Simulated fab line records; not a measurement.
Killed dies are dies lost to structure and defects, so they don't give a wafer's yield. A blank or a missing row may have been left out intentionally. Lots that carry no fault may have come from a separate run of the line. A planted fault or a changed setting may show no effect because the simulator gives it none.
fab line records -- flow sky130
record lots=24, wafers=72, last-day=50
route steps=708 shown VT_ADJUST_HVTR@138 SONOS_ONO@181 RES_PROTECT@215 POLY_GATE@218 LDD_HVP@285
lots that met no fault: taken from a fault-free run of the same line
start-h: start of the lot's first displayed wafer, in hours after the record's first day -- wait-h: hours elapsed since this lot's preceding step -- " the same as in the row above -- L1.1+2: several wafers, shown together as one row -- - no value, or no start given -- * or withheld: withheld -- < > ~ a bound
route shown NAME@n: NAME is a module with steps in the file, n the number in the route of the first one -- usual: the fault-free wafers' mean and standard deviation -- same: alike in all rows -- chamber/n: place in a boat -- sites: per-site readings -- _std_site: the standard deviation of these -- _edge_site: the outer-site mean with the inner-site mean subtracted -- radius-mm: how far each site lies from the wafer's centre -- mask NAME#n: copy n -- behind: the tool/chamber that last shaped the wafer -- hold: reason for holding the lot/hours on hold/outcome of the hold -- device: names the non-switching transistor (n, p or np) -- end of line: the route-end tests of the same wafers -- a step with no rows: only its recipe -- killed: at the first sort, the dies lost to defects and structure; wafer yield is something else -- map: a wafer's dies, marking killed ones x, the rest . and places with no die _
set.NAME: the setting the step ran with; set.NAME@STEP: the setting that earlier step ran with -- model.NAME: the simulator's own value behind a step, which no gauge read
steps of the route over a sample of lots; a table a step, a row a wafer
services: a tool's chamber out of use, with start hour (start-h, from the record's first day; less than 0 if before it), hours out, and reason
## steps
# step SKY_VT_ADJUST_HVTR_CD_MEAS_07
# recipe target-cd-nm=380
# usual cd-nm=380.0/2.4
lot.wafer,tool,chamber,start-h,wait-h,cd-nm
L074.1,cd-sem-02,-,198.28,0.1,383.0
L074.2,cd-sem-02,-,198.28,0.1,378.9
L074.3,cd-sem-02,-,198.28,0.1,382.4
L075.2,cd-sem-01,-,206.28,0.1,382.9
L075.4,cd-sem-01,-,206.28,0.1,383.7
L075.5,cd-sem-01,-,206.28,0.1,382.6
L076.2,cd-sem-02,-,210.16,0.1,376.0
L076.3,cd-sem-02,-,210.16,0.1,376.2
L076.6,cd-sem-02,-,210.16,0.1,379.0
L077.1,cd-sem-01,-,218.41,0.1,376.8
L077.3,cd-sem-01,-,218.41,0.1,376.4
L077.4,cd-sem-01,-,218.41,0.1,380.4
L078.3,cd-sem-02,-,230.97,0.1,378.4
L078.5,cd-sem-02,-,230.97,0.1,380.2
L078.6,cd-sem-02,-,230.97,0.1,378.4
L079.1,cd-sem-02,-,235.18,0.1,379.4
L079.3,cd-sem-02,-,235.18,0.1,380.4
L079.4,cd-sem-02,-,235.18,0.1,377.6
L080.3,cd-sem-02,-,240.65,0.1,383.0
L080.4,cd-sem-02,-,240.65,0.1,381.2
L080.5,cd-sem-02,-,240.65,0.1,381.9
L081.1,cd-sem-02,-,268.21,0.1,378.2
L081.2,cd-sem-02,-,268.21,0.1,378.9
L081.4,cd-sem-02,-,268.21,0.1,378.5
L083.1,cd-sem-01,-,273.51,0.1,375.3
L083.2,cd-sem-01,-,273.51,0.1,375.8
L083.5,cd-sem-01,-,273.51,0.1,377.5
L082.2,cd-sem-01,-,273.83,0.1,379.8
L082.3,cd-sem-01,-,273.83,0.1,379.2
L082.4,cd-sem-01,-,273.83,0.1,379.4
L084.2,cd-sem-02,-,278.01,0.1,379.8
L084.3,cd-sem-02,-,278.01,0.1,378.6
L084.5,cd-sem-02,-,278.01,0.1,379.2
L085.2,cd-sem-01,-,287.53,0.1,381.1
L085.5,cd-sem-01,-,287.53,0.1,383.1
L085.6,cd-sem-01,-,287.53,0.1,378.2
L086.2,cd-sem-01,-,296.71,0.1,383.5
L086.4,cd-sem-01,-,296.71,0.1,380.1
L086.5,cd-sem-01,-,296.71,0.1,377.3
L087.3,cd-sem-01,-,307.15,0.1,379.6
L087.4,cd-sem-01,-,307.15,0.1,380.4
L087.6,cd-sem-01,-,307.15,0.1,378.7
L088.1,cd-sem-01,-,311.00,0.1,383.6
L088.3,cd-sem-01,-,311.00,0.1,384.9
L088.6,cd-sem-01,-,311.00,0.1,382.0
L089.2,cd-sem-01,-,316.13,0.1,380.4
L089.4,cd-sem-01,-,316.13,0.1,382.5
L089.5,cd-sem-01,-,316.13,0.1,382.5
L090.2,cd-sem-01,-,319.91,0.1,376.9
L090.5,cd-sem-01,-,319.91,0.1,377.2
L090.6,cd-sem-01,-,319.91,0.1,380.2
L091.1,cd-sem-01,-,329.88,0.1,384.8
L091.2,cd-sem-01,-,329.88,0.1,378.9
L091.4,cd-sem-01,-,329.88,0.1,382.7
L092.2,cd-sem-02,-,332.33,0.1,381.0
L092.4,cd-sem-02,-,332.33,0.1,380.6
L092.5,cd-sem-02,-,332.33,0.1,381.5
L093.1,cd-sem-02,-,342.13,0.1,380.1
L093.2,cd-sem-02,-,342.13,0.1,379.9
L093.3,cd-sem-02,-,342.13,0.1,378.9
L094.3,cd-sem-02,-,347.35,0.1,377.3
L094.4,cd-sem-02,-,347.35,0.1,379.2
L094.5,cd-sem-02,-,347.35,0.1,378.5
L095.1,cd-sem-02,-,358.59,0.1,379.8
L095.4,cd-sem-02,-,358.59,0.1,382.7
L095.5,cd-sem-02,-,358.59,0.1,380.0
L096.1,cd-sem-02,-,368.06,0.1,382.6
L096.2,cd-sem-02,-,368.06,0.1,384.2
L096.3,cd-sem-02,-,368.06,0.1,383.7
L097.1,cd-sem-01,-,369.03,0.1,381.2
L097.4,cd-sem-01,-,369.03,0.1,378.4
L097.5,cd-sem-01,-,369.03,0.1,377.2
# step SKY_SONOS_ONO_CD_MEAS_13
# recipe target-cd-nm=410
# usual cd-nm=409.5/2
lot.wafer,tool,chamber,start-h,wait-h,cd-nm
L074.1,cd-sem-01,-,275.01,0.1,406.4
L074.2,cd-sem-01,-,275.01,0.1,408.0
L074.3,cd-sem-01,-,275.01,0.1,409.6
L075.2,cd-sem-01,-,288.75,0.1,408.5
L075.4,cd-sem-01,-,288.75,0.1,409.9
L075.5,cd-sem-01,-,288.75,0.1,409.6
L076.2,cd-sem-02,-,288.93,0.1,409.9
L076.3,cd-sem-02,-,288.93,0.1,412.1
L076.6,cd-sem-02,-,288.93,0.1,411.9
L077.1,cd-sem-01,-,299.08,0.1,408.5
L077.3,cd-sem-01,-,299.08,0.1,409.3
L077.4,cd-sem-01,-,299.08,0.1,407.7
L078.3,cd-sem-01,-,311.42,0.1,412.9
L078.5,cd-sem-01,-,311.42,0.1,411.0
L078.6,cd-sem-01,-,311.42,0.1,409.2
L079.1,cd-sem-01,-,317.40,0.1,408.4
L079.3,cd-sem-01,-,317.40,0.1,407.5
L079.4,cd-sem-01,-,317.40,0.1,406.5
L080.3,cd-sem-01,-,325.25,0.1,410.0
L080.4,cd-sem-01,-,325.25,0.1,407.8
L080.5,cd-sem-01,-,325.25,0.1,407.8
L081.1,cd-sem-01,-,352.86,0.1,407.1
L081.2,cd-sem-01,-,352.86,0.1,406.9
L081.4,cd-sem-01,-,352.86,0.1,407.5
L083.1,cd-sem-01,-,358.20,0.1,406.5
L083.2,cd-sem-01,-,358.20,0.1,407.6
L083.5,cd-sem-01,-,358.20,0.1,406.5
L082.2,cd-sem-01,-,361.50,0.1,410.2
L082.3,cd-sem-01,-,361.50,0.1,411.5
L082.4,cd-sem-01,-,361.50,0.1,411.1
L084.2,cd-sem-01,-,362.27,0.1,411.8
L084.3,cd-sem-01,-,362.27,0.1,411.5
L084.5,cd-sem-01,-,362.27,0.1,412.2
L085.2,cd-sem-02,-,374.57,0.1,406.5
L085.5,cd-sem-02,-,374.57,0.1,408.2
L085.6,cd-sem-02,-,374.57,0.1,407.2
L086.2,cd-sem-01,-,398.77,0.1,408.6
L086.4,cd-sem-01,-,398.77,0.1,410.1
L086.5,cd-sem-01,-,398.77,0.1,412.9
L087.3,cd-sem-02,-,398.90,0.1,410.2
L087.4,cd-sem-02,-,398.90,0.1,409.4
L087.6,cd-sem-02,-,398.90,0.1,408.4
L088.1,cd-sem-02,-,403.76,0.1,407.8
L088.3,cd-sem-02,-,403.76,0.1,412.0
L088.6,cd-sem-02,-,403.76,0.1,411.3
L090.2,cd-sem-01,-,409.68,0.1,411.8
L090.5,cd-sem-01,-,409.68,0.1,407.9
L090.6,cd-sem-01,-,409.68,0.1,410.3
L089.2,cd-sem-01,-,409.98,0.1,410.5
L089.4,cd-sem-01,-,409.98,0.1,413.7
L089.5,cd-sem-01,-,409.98,0.1,411.2
L091.1,cd-sem-01,-,422.21,0.1,409.5
L091.2,cd-sem-01,-,422.21,0.1,409.3
L091.4,cd-sem-01,-,422.21,0.1,409.5
L092.2,cd-sem-02,-,422.22,0.1,410.0
L092.4,cd-sem-02,-,422.22,0.1,411.6
L092.5,cd-sem-02,-,422.22,0.1,412.0
L093.1,cd-sem-02,-,437.86,0.1,411.0
L093.2,cd-sem-02,-,437.86,0.1,409.9
L093.3,cd-sem-02,-,437.86,0.1,412.9
L094.3,cd-sem-02,-,440.19,0.1,409.3
L094.4,cd-sem-02,-,440.19,0.1,406.6
L094.5,cd-sem-02,-,440.19,0.1,406.3
L095.1,cd-sem-02,-,451.66,0.1,408.7
L095.4,cd-sem-02,-,451.66,0.1,407.2
L095.5,cd-sem-02,-,451.66,0.1,410.0
L096.1,cd-sem-02,-,467.20,0.1,406.3
L096.2,cd-sem-02,-,467.20,0.1,407.3
L096.3,cd-sem-02,-,467.20,0.1,406.3
L097.1,cd-sem-01,-,467.50,0.1,408.3
L097.4,cd-sem-01,-,467.50,0.1,411.0
L097.5,cd-sem-01,-,467.50,0.1,410.8
# step SKY_RES_PROTECT_TW_MEAS_08
# usual POLY_GATE_TW=4028/36
lot.wafer,tool,chamber,start-h,wait-h,POLY_GATE_TW
L074.1,film-metro-03,-,332.26,0.1,3964
L074.2,film-metro-03,-,332.26,0.1,3971
L074.3,film-metro-03,-,332.26,0.1,3973
L075.2,film-metro-03,-,346.06,0.1,3960
L075.4,film-metro-03,-,346.06,0.1,3983
L075.5,film-metro-03,-,346.06,0.1,3965
L076.2,film-metro-03,-,347.10,0.1,3973
L076.3,film-metro-03,-,347.10,0.1,3972
L076.6,film-metro-03,-,347.10,0.1,3962
L077.1,film-metro-02,-,359.81,0.1,4083
L077.3,film-metro-02,-,359.81,0.1,4074
L077.4,film-metro-02,-,359.81,0.1,4068
L078.3,film-metro-04,-,371.11,0.1,4028
L078.5,film-metro-04,-,371.11,0.1,4043
L078.6,film-metro-04,-,371.11,0.1,4063
L079.1,film-metro-03,-,377.44,0.1,3997
L079.3,film-metro-03,-,377.44,0.1,4002
L079.4,film-metro-03,-,377.44,0.1,3995
L080.3,film-metro-04,-,387.08,0.1,4065
L080.4,film-metro-04,-,387.08,0.1,4039
L080.5,film-metro-04,-,387.08,0.1,4078
L083.1,film-metro-04,-,423.41,0.1,4030
L083.2,film-metro-04,-,423.41,0.1,4064
L083.5,film-metro-04,-,423.41,0.1,4037
L081.1,film-metro-04,-,423.75,0.1,4056
L081.2,film-metro-04,-,423.75,0.1,4056
L081.4,film-metro-04,-,423.75,0.1,4058
L082.2,film-metro-02,-,425.91,0.1,4024
L082.3,film-metro-02,-,425.91,0.1,4030
L082.4,film-metro-02,-,425.91,0.1,4049
L084.2,film-metro-03,-,427.67,0.1,3993
L084.3,film-metro-03,-,427.67,0.1,4011
L084.5,film-metro-03,-,427.67,0.1,3995
L085.2,film-metro-02,-,441.71,0.1,4019
L085.5,film-metro-02,-,441.71,0.1,4009
L085.6,film-metro-02,-,441.71,0.1,4066
L086.2,film-metro-03,-,466.12,0.1,4001
L086.4,film-metro-03,-,466.12,0.1,3970
L086.5,film-metro-03,-,466.12,0.1,3993
L087.3,film-metro-02,-,469.13,0.1,4032
L087.4,film-metro-02,-,469.13,0.1,4033
L087.6,film-metro-02,-,469.13,0.1,4020
L088.1,film-metro-04,-,472.76,0.1,4074
L088.3,film-metro-04,-,472.76,0.1,4034
L088.6,film-metro-04,-,472.76,0.1,4064
L089.2,film-metro-03,-,477.25,0.1,3993
L089.4,film-metro-03,-,477.25,0.1,3972
L089.5,film-metro-03,-,477.25,0.1,3989
L090.2,film-metro-02,-,478.95,0.1,4049
L090.5,film-metro-02,-,478.95,0.1,4064
L090.6,film-metro-02,-,478.95,0.1,4063
L092.2,film-metro-04,-,489.82,0.1,4054
L092.4,film-metro-04,-,489.82,0.1,4074
L092.5,film-metro-04,-,489.82,0.1,4051
L091.1,film-metro-04,-,491.09,0.1,4091
L091.2,film-metro-04,-,491.09,0.1,4032
L091.4,film-metro-04,-,491.09,0.1,4056
L093.1,film-metro-04,-,507.91,0.1,4038
L093.2,film-metro-04,-,507.91,0.1,4047
L093.3,film-metro-04,-,507.91,0.1,4070
L094.3,film-metro-04,-,508.88,0.1,4028
L094.4,film-metro-04,-,508.88,0.1,4030
L094.5,film-metro-04,-,508.88,0.1,4010
L095.1,film-metro-02,-,520.14,0.1,4027
L095.4,film-metro-02,-,520.14,0.1,4008
L095.5,film-metro-02,-,520.14,0.1,4041
L096.1,film-metro-02,-,533.33,0.1,4027
L096.2,film-metro-02,-,533.33,0.1,4043
L096.3,film-metro-02,-,533.33,0.1,4026
L097.1,film-metro-02,-,534.94,0.1,4048
L097.4,film-metro-02,-,534.94,0.1,4065
L097.5,film-metro-02,-,534.94,0.1,4049
# step SKY_POLY_GATE_THK_MEAS_04
# recipe reads=Si3N4_of_POLY_GATE_CVD_03
# usual POLY_GATE_CVD_03_THK=75.3/0.63
lot.wafer,tool,chamber,start-h,wait-h,POLY_GATE_CVD_03_THK[nm]
L074.1,film-metro-04,-,335.00,0.0,75.7
L074.2,film-metro-04,-,335.00,0.0,75.7
L074.3,film-metro-04,-,335.00,0.0,75.8
L075.2,film-metro-01,-,347.53,0.0,75.6
L075.4,film-metro-01,-,347.53,0.0,76.1
L075.5,film-metro-01,-,347.53,0.0,75.3
L076.2,film-metro-02,-,350.67,0.0,76.4
L076.3,film-metro-02,-,350.67,0.0,76.3
L076.6,film-metro-02,-,350.67,0.0,76.1
L077.1,film-metro-01,-,372.45,0.0,75.4
L077.3,film-metro-01,-,372.45,0.0,75.8
L077.4,film-metro-01,-,372.45,0.0,75.7
L078.3,film-metro-04,-,376.08,0.0,75.5
L078.5,film-metro-04,-,376.08,0.0,76.1
L078.6,film-metro-04,-,376.08,0.0,76.1
L079.1,film-metro-04,-,380.26,0.0,74.4
L079.3,film-metro-04,-,380.26,0.0,74.3
L079.4,film-metro-04,-,380.26,0.0,74.6
L080.3,film-metro-02,-,393.09,0.0,74.5
L080.4,film-metro-02,-,393.09,0.0,74.3
L080.5,film-metro-02,-,393.09,0.0,74.6
L081.1,film-metro-04,-,428.15,0.0,75.0
L081.2,film-metro-04,-,428.15,0.0,75.0
L081.4,film-metro-04,-,428.15,0.0,74.8
L083.1,film-metro-02,-,428.15,0.0,75.5
L083.2,film-metro-02,-,428.15,0.0,75.9
L083.5,film-metro-02,-,428.15,0.0,75.4
L082.2,film-metro-02,-,428.22,0.1,74.2
L082.3,film-metro-02,-,428.22,0.1,74.0
L082.4,film-metro-02,-,428.22,0.1,74.8
L084.2,film-metro-01,-,433.54,0.0,74.7
L084.3,film-metro-01,-,433.54,0.0,74.0
L084.5,film-metro-01,-,433.54,0.0,74.2
L085.2,film-metro-04,-,443.17,0.0,75.2
L085.5,film-metro-04,-,443.17,0.0,74.0
L085.6,film-metro-04,-,443.17,0.0,74.1
L086.2,film-metro-04,-,468.72,0.0,75.1
L086.4,film-metro-04,-,468.72,0.0,75.0
L086.5,film-metro-04,-,468.72,0.0,75.3
L087.3,film-metro-02,-,470.60,0.0,75.2
L087.4,film-metro-02,-,470.60,0.0,75.4
L087.6,film-metro-02,-,470.60,0.0,74.9
L088.1,film-metro-02,-,474.23,0.0,75.5
L088.3,film-metro-02,-,474.23,0.0,75.8
L088.6,film-metro-02,-,474.23,0.0,75.8
L089.2,film-metro-04,-,478.72,0.0,75.6
L089.4,film-metro-04,-,478.72,0.0,76.0
L089.5,film-metro-04,-,478.72,0.0,75.4
L090.2,film-metro-04,-,480.42,0.0,75.6
L090.5,film-metro-04,-,480.42,0.0,75.5
L090.6,film-metro-04,-,480.42,0.0,76.1
L092.2,film-metro-01,-,491.29,0.0,75.4
L092.4,film-metro-01,-,491.29,0.0,76.0
L092.5,film-metro-01,-,491.29,0.0,75.8
L091.1,film-metro-01,-,492.64,0.0,75.3
L091.2,film-metro-01,-,492.64,0.0,75.9
L091.4,film-metro-01,-,492.64,0.0,75.1
L093.1,film-metro-02,-,510.06,0.0,75.3
L093.2,film-metro-02,-,510.06,0.0,75.1
L093.3,film-metro-02,-,510.06,0.0,74.9
L094.3,film-metro-01,-,512.12,0.0,75.4
L094.4,film-metro-01,-,512.12,0.0,74.8
L094.5,film-metro-01,-,512.12,0.0,75.6
L095.1,film-metro-04,-,522.29,0.0,76.0
L095.4,film-metro-04,-,522.29,0.0,75.7
L095.5,film-metro-04,-,522.29,0.0,75.5
L096.1,film-metro-04,-,535.58,0.0,74.2
L096.2,film-metro-04,-,535.58,0.0,74.5
L096.3,film-metro-04,-,535.58,0.0,74.7
L097.1,film-metro-01,-,536.94,0.0,74.8
L097.4,film-metro-01,-,536.94,0.0,74.9
L097.5,film-metro-01,-,536.94,0.0,75.2
# step SKY_POLY_GATE_STRIP_18
# recipe chemistry=O2/N2, power-w=1400, pressure-mtorr=1500, platen-temp-c=withheld, o2-flow-sccm=3000, n2-flow-sccm=300, overash-fraction=0.5
# usual drypump-motor-current-A=5.5/0.56, o2-flow-sccm=3001/10, oes-product-au=0.362/0.0047, strip-time-to-endpoint-s=3.189/0.025
# same overash-fraction=0.5
lot.wafer,tool,chamber,start-h,wait-h,drypump-motor-current-A,o2-flow-sccm,oes-product-au,rf-hours-counter-h,strip-time-to-endpoint-s
L074.1,plasma-asher-04,0,362.82,0.0,5.0,3004,0.361,55,3.221
L074.2,plasma-asher-04,1,362.82,0.0,4.7,2987,0.352,55,3.173
L074.3,plasma-asher-04,0,362.82,0.0,5.0,3002,0.360,-,3.190
L075.2,plasma-asher-03,1,375.47,0.0,5.0,2998,0.359,69,3.191
L075.4,plasma-asher-03,1,375.47,0.0,5.0,3001,0.371,-,3.182
L075.5,plasma-asher-03,0,375.47,0.0,6.0,3000,0.362,-,3.230
L076.2,plasma-asher-02,1,378.09,0.0,6.2,2985,0.371,68,3.225
L076.3,plasma-asher-02,0,378.09,0.0,5.8,2996,0.359,-,3.223
L076.6,plasma-asher-02,1,378.09,0.0,6.2,2994,0.365,-,3.231
L077.1,plasma-asher-04,0,401.68,0.0,5.0,2998,0.359,59,3.192
L077.3,plasma-asher-04,0,401.68,0.0,5.0,2998,0.367,-,3.181
L077.4,plasma-asher-04,1,401.68,0.0,4.7,3004,0.368,-,3.195
L078.3,plasma-asher-02,1,405.72,0.1,6.2,2977,0.360,-,3.170
L078.5,plasma-asher-02,0,405.72,0.1,5.8,3008,0.357,-,3.205
L078.6,plasma-asher-02,1,405.72,0.1,6.2,3000,0.364,-,3.137
L079.1,plasma-asher-03,1,410.17,0.0,5.0,2999,0.351,73,3.143
L079.3,plasma-asher-03,1,410.17,0.0,5.0,2984,0.363,-,3.172
L079.4,plasma-asher-03,0,410.17,0.0,6.0,3010,0.356,-,3.155
L080.3,plasma-asher-04,0,422.97,0.1,5.0,3006,0.365,-,3.158
L080.4,plasma-asher-04,1,422.97,0.1,4.7,2995,0.362,-,3.173
L080.5,plasma-asher-04,0,422.97,0.1,5.0,2998,0.354,-,3.184
L083.1,plasma-asher-04,0,459.49,0.0,5.0,3008,0.362,65,3.214
L083.2,plasma-asher-04,1,459.49,0.0,4.6,3011,0.362,65,3.186
L083.5,plasma-asher-04,1,459.49,0.0,4.7,3019,0.359,-,3.195
L081.1,plasma-asher-03,0,459.82,0.0,6.0,3006,0.365,3,3.182
L081.2,plasma-asher-03,1,459.82,0.0,5.0,3019,0.362,3,3.164
L081.4,plasma-asher-03,1,459.82,0.0,5.0,3001,0.358,-,3.157
L082.2,plasma-asher-02,1,459.84,0.0,6.2,2986,0.368,76,3.207
L082.3,plasma-asher-02,1,459.84,0.0,6.2,2994,0.363,-,3.196
L082.4,plasma-asher-02,0,459.84,0.0,5.8,3000,0.358,-,3.188
L084.2,plasma-asher-04,0,464.93,0.0,5.0,3002,0.367,65,3.213
L084.3,plasma-asher-04,1,464.93,0.0,4.7,3016,0.352,-,3.207
L084.5,plasma-asher-04,0,464.93,0.0,5.0,2997,0.366,-,3.185
L085.2,plasma-asher-03,1,474.38,0.0,5.1,2998,0.364,4,3.229
L085.5,plasma-asher-03,0,474.38,0.0,6.0,3018,0.358,-,3.197
L085.6,plasma-asher-03,1,474.38,0.0,5.1,3007,0.362,-,3.158
L086.2,plasma-asher-02,1,500.12,0.0,6.2,2994,0.353,80,3.173
L086.4,plasma-asher-02,1,500.12,0.0,6.2,2998,0.361,-,3.146
L086.5,plasma-asher-02,1,500.12,0.0,6.2,2994,0.361,-,3.197
L087.3,plasma-asher-03,1,502.38,0.1,5.1,3014,0.364,-,3.182
L087.4,plasma-asher-03,0,502.38,0.1,6.0,3004,0.354,-,3.180
L087.6,plasma-asher-03,1,502.38,0.1,5.0,3006,0.363,-,3.192
L088.1,plasma-asher-03,0,505.49,0.0,6.0,3014,0.363,7,3.212
L088.3,plasma-asher-03,0,505.49,0.0,6.0,3008,0.363,-,3.217
L088.6,plasma-asher-03,0,505.49,0.0,6.0,3005,0.353,-,3.242
L089.2,plasma-asher-02,0,509.82,0.0,5.7,2998,0.364,81,3.197
L089.4,plasma-asher-02,1,509.82,0.0,6.2,3024,0.366,-,3.214
L089.5,plasma-asher-02,0,509.82,0.0,5.8,2990,0.367,-,3.203
L090.2,plasma-asher-03,0,511.58,0.0,6.0,2999,0.369,8,3.216
L090.5,plasma-asher-03,1,511.58,0.0,5.0,2996,0.370,-,3.238
L090.6,plasma-asher-03,0,511.58,0.0,6.0,3006,0.361,-,3.192
L092.2,plasma-asher-03,1,522.42,0.0,5.0,2997,0.363,9,3.190
L092.4,plasma-asher-03,1,522.42,0.0,5.0,2988,0.365,-,3.179
L092.5,plasma-asher-03,0,522.42,0.0,6.0,3002,0.354,-,3.191
L091.1,plasma-asher-02,1,524.02,0.0,6.2,3003,0.362,83,3.179
L091.2,plasma-asher-02,0,524.02,0.0,5.8,2985,0.355,83,3.172
L091.4,plasma-asher-02,0,524.02,0.0,5.8,3002,0.367,-,3.181
L093.1,plasma-asher-03,0,540.79,0.0,5.9,2987,0.363,11,3.187
L093.2,plasma-asher-03,1,540.79,0.0,5.1,3009,0.360,11,3.173
L093.3,plasma-asher-03,1,540.79,0.0,5.0,3010,0.357,-,3.167
L094.3,plasma-asher-02,0,542.17,0.1,5.8,2985,0.363,-,3.188
L094.4,plasma-asher-02,1,542.17,0.1,6.2,3014,0.363,-,3.182
L094.5,plasma-asher-02,0,542.17,0.1,5.8,3008,0.359,-,3.186
L095.1,plasma-asher-04,1,551.99,0.0,4.7,2991,0.359,74,3.193
L095.4,plasma-asher-04,0,551.99,0.0,5.0,3005,0.364,-,3.180
L095.5,plasma-asher-04,1,551.99,0.0,4.7,2989,0.362,-,3.188
L096.1,plasma-asher-02,0,566.39,0.0,5.8,3013,0.361,87,3.161
L096.2,plasma-asher-02,1,566.39,0.0,6.2,3019,0.361,87,3.199
L096.3,plasma-asher-02,0,566.39,0.0,5.8,3006,0.360,-,3.194
L097.1,plasma-asher-04,0,567.44,0.0,5.0,3006,0.370,75,3.151
L097.4,plasma-asher-04,1,567.44,0.0,4.7,2987,0.359,-,3.169
L097.5,plasma-asher-04,1,567.44,0.0,4.7,2992,0.363,-,3.164
# step SKY_LDD_HVP_OVL_MEAS_07
# usual LDD_HVP_OVL=0.9/1.3
lot.wafer,tool,chamber,start-h,wait-h,LDD_HVP_OVL[nm]
L074.1,overlay-01,-,485.94,0.1,0.2
L074.2,overlay-01,-,485.94,0.1,0.8
L074.3,overlay-01,-,485.94,0.1,0.7
L075.2,overlay-02,-,501.60,0.1,-2.2
L075.4,overlay-02,-,501.60,0.1,0.0
L075.5,overlay-02,-,501.60,0.1,-1.7
L076.2,overlay-02,-,503.80,0.1,-0.3
L076.3,overlay-02,-,503.80,0.1,-1.1
L076.6,overlay-02,-,503.80,0.1,-0.3
L077.1,overlay-01,-,530.34,0.1,2.8
L077.3,overlay-01,-,530.34,0.1,3.6
L077.4,overlay-01,-,530.34,0.1,3.4
L078.3,overlay-02,-,532.49,0.1,1.0
L078.5,overlay-02,-,532.49,0.1,0.4
L078.6,overlay-02,-,532.49,0.1,1.4
L079.1,overlay-01,-,537.24,0.1,2.0
L079.3,overlay-01,-,537.24,0.1,-0.6
L079.4,overlay-01,-,537.24,0.1,-0.3
L080.3,overlay-01,-,547.96,0.1,1.3
L080.4,overlay-01,-,547.96,0.1,1.1
L080.5,overlay-01,-,547.96,0.1,1.7
L083.1,overlay-02,-,584.54,0.1,2.7
L083.2,overlay-02,-,584.54,0.1,0.8
L083.5,overlay-02,-,584.54,0.1,1.5
L081.1,overlay-01,-,585.27,0.1,-1.2
L081.2,overlay-01,-,585.27,0.1,0.3
L081.4,overlay-01,-,585.27,0.1,2.1
L082.2,overlay-02,-,585.44,0.1,0.7
L082.3,overlay-02,-,585.44,0.1,0.2
L082.4,overlay-02,-,585.44,0.1,0.6
L084.2,overlay-01,-,590.25,0.1,-0.4
L084.3,overlay-01,-,590.25,0.1,1.1
L084.5,overlay-01,-,590.25,0.1,0.5
L085.2,overlay-02,-,598.18,0.1,3.4
L085.5,overlay-02,-,598.18,0.1,2.2
L085.6,overlay-02,-,598.18,0.1,2.5
L086.2,overlay-02,-,621.99,0.1,0.0
L086.4,overlay-02,-,621.99,0.1,-0.2
L086.5,overlay-02,-,621.99,0.1,-1.4
L087.3,overlay-02,-,623.81,0.1,2.3
L087.4,overlay-02,-,623.81,0.1,2.4
L087.6,overlay-02,-,623.81,0.1,1.7
L088.1,overlay-02,-,625.79,0.1,2.5
L088.3,overlay-02,-,625.79,0.1,3.6
L088.6,overlay-02,-,625.79,0.1,2.5
L089.2,overlay-02,-,630.58,0.1,1.8
L089.4,overlay-02,-,630.58,0.1,2.4
L089.5,overlay-02,-,630.58,0.1,2.4
L090.2,overlay-02,-,633.09,0.1,0.2
L090.5,overlay-02,-,633.09,0.1,1.6
L090.6,overlay-02,-,633.09,0.1,1.0
L092.2,overlay-02,-,643.64,0.1,0.6
L092.4,overlay-02,-,643.64,0.1,1.3
L092.5,overlay-02,-,643.64,0.1,0.5
L091.1,overlay-01,-,645.42,0.1,2.5
L091.2,overlay-01,-,645.42,0.1,4.5
L091.4,overlay-01,-,645.42,0.1,3.2
L093.1,overlay-02,-,659.64,0.1,0.4
L093.2,overlay-02,-,659.64,0.1,1.3
L093.3,overlay-02,-,659.64,0.1,0.0
L094.3,overlay-01,-,660.61,0.1,-0.3
L094.4,overlay-01,-,660.61,0.1,-0.3
L094.5,overlay-01,-,660.61,0.1,0.6
L095.1,overlay-02,-,670.39,0.1,0.9
L095.4,overlay-02,-,670.39,0.1,2.3
L095.5,overlay-02,-,670.39,0.1,1.2
L096.1,overlay-02,-,683.44,0.1,0.9
L096.2,overlay-02,-,683.44,0.1,1.6
L096.3,overlay-02,-,683.44,0.1,0.3
L097.1,overlay-01,-,684.54,0.1,-0.9
L097.4,overlay-01,-,684.54,0.1,0.5
L097.5,overlay-01,-,684.54,0.1,0.8
## services
tool,chamber,start-h,hours,kind
plasma-asher-02,-,340.27,14.6,pm
plasma-asher-03,-,343.76,2.8,pm
plasma-asher-03,-,421.25,9.0,pm
plasma-asher-03,0,421.25,9.0,vent-cycle
plasma-asher-03,1,421.25,9.0,vent-cycle
plasma-asher-03,0,430.25,-,clean
plasma-asher-03,1,430.25,-,clean
## key
fault none
